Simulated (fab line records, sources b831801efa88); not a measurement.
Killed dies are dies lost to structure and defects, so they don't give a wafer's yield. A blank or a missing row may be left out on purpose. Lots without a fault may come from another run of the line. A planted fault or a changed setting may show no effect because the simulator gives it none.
Problem report in the 8D (eight disciplines) form, filled by code | flow sfq_line | the parts of the form that need people (team, actions taken, sign-off) are left out

1. THE PROBLEM
platen_rpm at SFQ_TRILAYER_I1_CMP_CMP_046 reads a mean of 66.02 rpm on 6 wafers of 2 lots; wafers without a fault read 60.00 rpm with a standard deviation of 0.041. That is +99 or more standard deviations from the usual mean.
The step: polishes SiO2.
First seen on wafer L789.2, day 17 06:15, on cmp-02. The record holds 42 wafers of 14 lots with a number at this step. Rule for "out", or "out of limits": more than 4 standard deviations from the usual mean. The other wafers with a number count as sound.

2. WHAT IT IS AND WHAT IT IS NOT
question                    | is                     | is not
which readings at this step | platen_rpm             | motor_current_A
which lots                  | L789, L790             | L781, L783, L784, L785, L786, L788, L796, L797, L800, L801, L802, L803
which wafers of those lots  | all that have a number | -
read on which tools         | cmp-02                 | cmp-01
when                        | from day 17 06:15      | up to then (18 sound wafers); but 18 sound wafers of L796, L797, L800, L801, L802, L803 came after

3. SUSPECTS, AND WHAT RULES EACH OUT
Counting: a tool at a process step up to the reading stays a suspect if it ran every lot that is out and no sound lot after the first of them.
- cmp-02 at SFQ_TRILAYER_I1_CMP_CMP_046 (polishes SiO2): ruled out as a lasting fault. Sound lots L796, L800, L801, L802, L803 ran on it after its first lot that is out, L789 (day 17 06:15).
Left after counting: nothing in the record.

4. THE CAUSE (what the simulator had put in)
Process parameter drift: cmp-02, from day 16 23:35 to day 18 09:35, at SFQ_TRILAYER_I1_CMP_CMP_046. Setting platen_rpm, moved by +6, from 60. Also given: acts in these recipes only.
Counting ruled it out, wrongly.

5. THE CHAIN OF EFFECTS, in route order
Each row: a reading whose mean over the struck wafers that have a number lies more than 3 standard deviations from the usual. Only readings for which the record gives a usual standard deviation are gone through. hours: the time from each lot's start at the first step in this table that gives one to its start at this step, as a median over the lots. sigmas: the change in usual standard deviations.
hours | step                        | reading            | usual     | on struck wafers | change | sigmas
0     | SFQ_TRILAYER_I1_CMP_CMP_046 | platen_rpm         | 60.00 rpm | 66.02            | +6.02  | +99 or more
0     | SFQ_TRILAYER_I1_CMP_CMP_046 | time_to_endpoint_s | 218 s     | 191              | -27    | -3.6
The process steps in it:
- SFQ_TRILAYER_I1_CMP_CMP_046: polishes SiO2.

6. WHAT WOULD HAVE CAUGHT IT SOONER
In this record the first reading out of limits was taken at day 17 06:15, 7 hours after the fault began at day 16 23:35.
